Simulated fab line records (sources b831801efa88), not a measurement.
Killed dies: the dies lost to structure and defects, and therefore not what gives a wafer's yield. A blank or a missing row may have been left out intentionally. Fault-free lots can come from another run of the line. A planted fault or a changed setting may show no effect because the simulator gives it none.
Split-lot study    flow sfqLine    23 wafers read from 5 lots, route of 325 steps

ON THE SPLIT
At SFQ_TRILAYER_M8_DEP_EVAP_197 (material Ti, target thk 20 nm, time 100 s), the setting timeS was moved away from the recipe's 100 s on 6 of the 23 wafers read, by -12.7% to +8.0%. All remaining wafers had this setting at the recipe value.

The reading is taken at the split's own step.

THE READING
Ti_of_TRILAYER_M8_DEP_EVAP_197.thkNm (the simulator's own value, which no gauge read), in nm, at SFQ_TRILAYER_M8_DEP_EVAP_197 (material Ti, target thk 20 nm, time 100 s). The file does not state a usual value for it. Average 19.97 nm, standard deviation 0.22 nm, over the 17 wafers here run with the recipe.

wafer   tool, chamber at the split  timeS as run, s  against the recipe  Ti_of_TRILAYER_M8_DEP_EVAP_197.thkNm, nm  against lot-mates on the recipe
L076.1  pvdSputter-01, -            100              recipe              19.47                                     -
L076.2  pvdSputter-01, -            100              recipe              19.79                                     -
L076.3  pvdSputter-01, -            100              recipe              19.94                                     -
L076.4  pvdSputter-01, -            87.26            -12.7%              17.23                                     -2.50
L076.6  pvdSputter-01, -            87.26            -12.7%              17.17                                     -2.56
L078.1  pvdSputter-01, -            100              recipe              20.11                                     -
L078.2  pvdSputter-01, -            100              recipe              20.05                                     -
L078.4  pvdSputter-01, -            100              recipe              19.83                                     -
L078.5  pvdSputter-01, -            100              recipe              20.13                                     -
L078.6  pvdSputter-01, -            100              recipe              19.98                                     -
L079.2  pvdSputter-02, -            100              recipe              20.21                                     -
L079.3  pvdSputter-02, -            100              recipe              19.76                                     -
L079.5  pvdSputter-02, -            100              recipe              20.4                                      -
L080.1  pvdSputter-01, -            94.47            -5.5%               18.89                                     -1.02
L080.3  pvdSputter-01, -            100              recipe              19.85                                     -
L080.4  pvdSputter-01, -            100              recipe              19.84                                     -
L080.5  pvdSputter-01, -            94.47            -5.5%               18.83                                     -1.08
L080.6  pvdSputter-01, -            100              recipe              20.05                                     -
L081.1  pvdSputter-02, -            100              recipe              19.85                                     -
L081.2  pvdSputter-02, -            108              +8.0%               22.16                                     +2.15
L081.4  pvdSputter-02, -            100              recipe              20.35                                     -
L081.5  pvdSputter-02, -            108              +8.0%               21.55                                     +1.54
L081.6  pvdSputter-02, -            100              recipe              19.83                                     -

FIT RESULTS
A straight line over all 23 wafers: Ti_of_TRILAYER_M8_DEP_EVAP_197.thkNm changes by +0.221 nm for each +1% of timeS; r = +0.98; the points scatter about the line by 0.23 nm.
The same after taking each lot's own level away (the mean of its wafers on the recipe; 23 wafers): +0.207 nm for each +1%; r = +0.98; scatter 0.2 nm.
According to that fit, moving timeS by its largest amount changes the reading by 2.6 nm.
Measured against the standard deviation above, the lots' own levels, which go from 19.733 to 20.123 nm, span 1.7 times it.
So the lot-to-lot level changes the slope little: the two slopes agree.
Check: -2.65 nm against its lot-mates is what the line predicts for one of the wafers moved furthest among these (-12.7%) when that wafer is left out of the fit. It came out at -2.5 nm against them.

OTHER SPLITS APPLIED TO THESE WAFERS
Note: prior to the reading, these wafers also went through further splits. Each is held against what the fit with the lots' levels taken away leaves over:
other split on the same wafers              wafers away from the commonest value  r with Ti_of_TRILAYER_M8_DEP_EVAP_197.thkNm (lot level and that fit taken away)
SFQ_TRILAYER_R5_LITHO_PEB_139 pebTimeS      8                                     +0.20
SFQ_TRILAYER_C5_LITHO_COAT_156 spinRpm      4                                     -0.09
SFQ_TRILAYER_M6_LITHO_COAT_159 spinRpm      4                                     +0.10
SFQ_TRILAYER_M6_LITHO_PEB_162 pebTempC      8                                     +0.05
SFQ_TRILAYER_I6_VIA_LITHO_COAT_174 spinRpm  7                                     +0.28
SFQ_TRILAYER_M7_LITHO_COAT_177 spinRpm      5                                     +0.06
SFQ_TRILAYER_M7_LITHO_PEB_180 pebTimeS      2                                     +0.09
SFQ_TRILAYER_I7_VIA_LITHO_COAT_187 spinRpm  12                                    +0.12

FILE'S OWN FIT
Ti_of_TRILAYER_M8_DEP_EVAP_197.thkNm changes by +0.206 nm for each +1% of timeS, r = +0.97.
